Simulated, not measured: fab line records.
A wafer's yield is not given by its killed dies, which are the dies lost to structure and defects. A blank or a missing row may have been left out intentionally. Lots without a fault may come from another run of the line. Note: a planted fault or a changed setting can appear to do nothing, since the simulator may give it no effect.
Which tool is to blame? -- flow gf180mcu -- 12 lots, 36 wafers sampled, at 2 steps of a route of 602

## WHAT THE GAUGES READ, wafer by wafer
GF_M3_THK_MEAS_06: measures by xrf. Usual: M3_ALCU_THK gives 445 nm (standard deviation 6.5).
lot,measured,on,M3_ALCU_THK (nm),flag
L918,day 21 22:40,film_metro-03,445 436 448,
L919,day 22 07:43,film_metro-01,439 441 441,
L920,day 22 22:01,film_metro-01,444 439 445,
L921,day 23 04:31,film_metro-03,444 445 450,
L924,day 24 01:40,film_metro-02,445 452 445,
L925,day 24 08:33,film_metro-02,436 445 444,
L931,day 26 07:22,film_metro-03,441 440 444,
L932,day 26 12:21,film_metro-01,433 446 444,
L934,day 27 06:31,film_metro-02,450 451 447,
L935,day 27 13:20,film_metro-02,440 445 453,
L936,day 27 22:15,film_metro-02,453 459 458,
L937,day 28 08:32,film_metro-01,452 439 451,

GF_V3_OVL_MEAS_15. Usual: V3_OVL gives 0 nm (standard deviation 5.6).
lot,measured,on,V3_OVL (nm),flag
L918,day 23 21:26,overlay-02,7 -2 5,
L919,day 24 06:49,overlay-01,5 3 -2,
L920,day 24 20:32,overlay-02,0 -3 -7,
L921,day 25 03:29,overlay-02,-13 -11 -2,
L924,day 25 22:40,overlay-01,8 6 -2,
L925,day 26 05:02,overlay-01,4 9 -2,
L931,day 28 01:41,overlay-01,8 2 7,
L932,day 28 05:34,overlay-01,-5 -8 2,
L934,day 29 00:05,overlay-01,3 2 -2,
L935,day 29 05:12,overlay-01,-4 -2 -4,
L936,day 29 14:13,overlay-01,-3 4 -4,
L937,day 30 00:01,overlay-02,15 7 -4,

## WHAT TOOL EACH LOT RAN ON (gives the tool, then ch and the chambers of the sampled wafers, and finally the start)
No process step before these readings appears in the record.

## WHAT THE TOOLS THEMSELVES READ (means of the sampled wafers that have a number; where no wafer has one, the mark that the record gives instead)
The record holds no such reading with a usual standard deviation.

## THE ANSWER, worked out from the rows above alone
Rule: lot off if the mean of its wafers having a number is beyond 3 standard deviations from the usual mean. A lot without any number at a reading at which 4 lots or more have one is off too. All remaining lots with rows at the step are treated as sound. Order of review: gauges by route order, followed by the tools' own readings, for which a lot's mean as printed above is used. The first step at which some lot is off is used, and at that step the reading that is off furthest; a lot without a number counts as furthest.
Across all readings shown, no lot is off: no conclusion can be drawn from this.

## WHAT THE SIMULATOR HAD PUT IN
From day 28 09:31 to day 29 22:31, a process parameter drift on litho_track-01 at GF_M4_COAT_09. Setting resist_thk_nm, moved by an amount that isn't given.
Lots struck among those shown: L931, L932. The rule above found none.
